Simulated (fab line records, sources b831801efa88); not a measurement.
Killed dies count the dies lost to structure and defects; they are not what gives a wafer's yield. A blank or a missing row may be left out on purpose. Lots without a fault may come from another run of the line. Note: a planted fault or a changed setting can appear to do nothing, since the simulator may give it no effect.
Problem report, 8D (eight disciplines) form, completed by code | flow gf180mcu | the parts of the form that need people (team, actions taken, sign-off) are left out

1. THE PROBLEM
developer-temp-C at GF_DUAL_GATE_DEVELOP_10 reads a mean of 25.25 C on 6 wafers of 2 lots; wafers without a fault read 23.01 C with a standard deviation of 0.098. Relative to the usual mean, that is a shift of +23 standard deviations.
The step: develop time 60 s.
Seen first at day 13 11:13 on litho-track-04, wafer L130.3. The record has a number at this step for 39 wafers belonging to 13 lots. Rule for "out", or "out of limits": more than 4 standard deviations from the usual mean. The rest of the wafers with a number are treated as sound.

2. WHAT IT IS; WHAT IT IS NOT
question                    | is                     | is not
which readings at this step | developer-temp-C       | resist-line-temp-C
which lots                  | L130, L132             | L112, L114, L115, L116, L117, L119, L120, L122, L124, L133, L135
which wafers of those lots  | all that have a number | -
read on which tools         | litho-track-04         | litho-track-01, litho-track-03
when                        | from day 13 11:13      | up to then (27 sound wafers); but 6 sound wafers of L133, L135 came after

3. SUSPECTS, AND WHAT RULES EACH OUT
Counting: any tool at a process step up to the reading is kept as a suspect provided that every lot that is out went through it and no sound lot did after the first of them.
- cmp-01 at GF_STI_CMP_25 (polishes, stops on Si3N4, t overpolish 33 s, target thk 524.6 nm): ruled out as a lasting fault. The sound lots L133, L135 went through it after L130, its earliest lot that is out (day 6 01:53).
- litho-track-04 at GF_DUAL_GATE_DEVELOP_10 (develop time 60 s): kept. Every lot that is out went through it, starting with L130 (day 13 11:13), and after that it ran no sound lot; the last sound lot it ran before then is L122 (day 11 09:01). Its own readings are out on those wafers: developer-temp-C.
Left after counting: litho-track-04 at GF_DUAL_GATE_DEVELOP_10.

4. THE CAUSE (what the simulator had put in)
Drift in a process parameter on litho-track-04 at GF_DUAL_GATE_DEVELOP_10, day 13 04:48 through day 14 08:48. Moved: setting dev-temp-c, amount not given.
Only this tool survived the counting.

5. SEQUENCE OF EFFECTS, ordered by route
Each row: a reading whose mean over the struck wafers that have a number lies more than 3 standard deviations from the usual. Readings are gone through only where the record gives a usual standard deviation; hours: the median, over the lots, of the time from a lot's start at the first step in this table giving one to that lot's start at this step; sigmas: the change measured in usual standard deviations.
hours | step                    | reading          | usual   | on struck wafers | change | sigmas
0     | GF_DUAL_GATE_DEVELOP_10 | developer-temp-C | 23.01 C | 25.25            | +2.24  | +23
It contains these process steps:
- GF_DUAL_GATE_DEVELOP_10: develop time 60 s.

6. HOW IT WOULD HAVE BEEN CAUGHT EARLIER
6 hours passed between the start of the fault at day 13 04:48 and the first reading out of limits in this record, taken at day 13 11:13.
